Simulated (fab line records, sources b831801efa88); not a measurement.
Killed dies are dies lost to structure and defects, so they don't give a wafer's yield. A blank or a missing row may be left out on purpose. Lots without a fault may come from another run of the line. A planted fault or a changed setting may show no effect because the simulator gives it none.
Split-lot experiment | flow sky130 | 5 lots, 23 wafers read, on a route of 708 steps

THE SPLIT
At SKY_LDD_LDN_IMPLANT_11, the setting energy_kev was moved away from the recipe's 15 on 7 of the 23 wafers read, by -5.3% to +5.5%. The other wafers ran this setting at the recipe's value.

The reading is taken at the split's own step.

THE READING
implant.drp_nm (the simulator's own value, which no gauge read), in nm, at SKY_LDD_LDN_IMPLANT_11. The file gives no usual value for it.

wafer  | tool, chamber at the split | energy_kev as run | against the recipe | implant.drp_nm, nm | against lot-mates on the recipe
L076.2 | implanter-01, 0            | 15                | recipe             | 5.933              | -
L076.3 | implanter-01, 0            | 15                | recipe             | 5.933              | -
L076.4 | implanter-01, 0            | 15                | recipe             | 5.933              | -
L076.5 | implanter-01, 0            | 15                | recipe             | 5.933              | -
L076.6 | implanter-01, 0            | 15                | recipe             | 5.933              | -
L079.1 | implanter-02, 0            | 15                | recipe             | 5.933              | -
L079.4 | implanter-02, 0            | 15                | recipe             | 5.933              | -
L079.5 | implanter-02, 0            | 15                | recipe             | 5.933              | -
L079.2 | implanter-02, 0            | 15.83             | +5.5%              | 6.151              | +0.218
L079.3 | implanter-02, 0            | 15.83             | +5.5%              | 6.151              | +0.218
L081.1 | implanter-04, 0            | 15                | recipe             | 5.933              | -
L081.2 | implanter-04, 0            | 15                | recipe             | 5.933              | -
L081.6 | implanter-04, 0            | 15                | recipe             | 5.933              | -
L080.1 | implanter-02, 0            | 14.21             | -5.3%              | 5.716              | -0.217
L080.5 | implanter-02, 0            | 14.21             | -5.3%              | 5.716              | -0.217
L080.6 | implanter-02, 0            | 14.21             | -5.3%              | 5.716              | -0.217
L080.3 | implanter-02, 0            | 15                | recipe             | 5.933              | -
L080.4 | implanter-02, 0            | 15                | recipe             | 5.933              | -
L085.1 | implanter-02, 0            | 15                | recipe             | 5.933              | -
L085.2 | implanter-02, 0            | 15                | recipe             | 5.933              | -
L085.6 | implanter-02, 0            | 15                | recipe             | 5.933              | -
L085.4 | implanter-02, 0            | 15.55             | +3.7%              | 6.078              | +0.145
L085.5 | implanter-02, 0            | 15.55             | +3.7%              | 6.078              | +0.145

THE FIT
A straight line over all 23 wafers: implant.drp_nm changes by +0.0403 nm for each +1% of energy_kev; r = +1.00; the points scatter about the line by 0.0021 nm.
The same after taking each lot's own level away (the mean of its wafers on the recipe; 23 wafers): +0.0403 nm for each +1%; r = +1.00; scatter 0.0021 nm.
On that fit, the largest move of energy_kev shifts the reading by 0.22 nm.
The lots' own levels span 5.9330 to 5.9330 nm.
So the lot-to-lot level changes the slope little: the two slopes agree.
Check: with one of the wafers moved furthest among these (+5.5%) left out of the fit, the line predicts +0.223 nm for it against its lot-mates. It came out at +0.218 nm against them.

OTHER SPLITS ON THESE WAFERS
These wafers also went through other splits before the reading. Each is held against what the fit with the lots' levels taken away leaves over:
other split on the same wafers  | wafers away from the commonest value | r with implant.drp_nm (lot level and that fit taken away)
SKY_POLY_GATE_EXPOSE_10 dose_mj | 10                                   | -0.12
SKY_LDD_N_COAT_02 spin_rpm      | 5                                    | +0.18
SKY_LDD_N_SOFTBAKE_03 temp_c    | 4                                    | -0.46
SKY_LDD_N_IMPLANT_13 energy_kev | 4                                    | +0.16
SKY_LDD_HVN_STRIP_09 power_w    | 9                                    | +0.15

THE WHOLE CHAIN: every reading that the file lists as answering this split, in the file's order
step                   | what it does | reading                                                         | change (the file's fit)                | r (the file's)
SKY_LDD_LDN_IMPLANT_11 |              | implant.rp_nm (the simulator's own value, which no gauge read)  | +0.0619 nm for each +1% of the setting | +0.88
SKY_LDD_LDN_IMPLANT_11 |              | implant.drp_nm (the simulator's own value, which no gauge read) | +0.0402 nm for each +1% of the setting | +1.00

THE FILE'S OWN FIT
implant.drp_nm changes by +0.0402 nm for each +1% of energy_kev, r = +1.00.
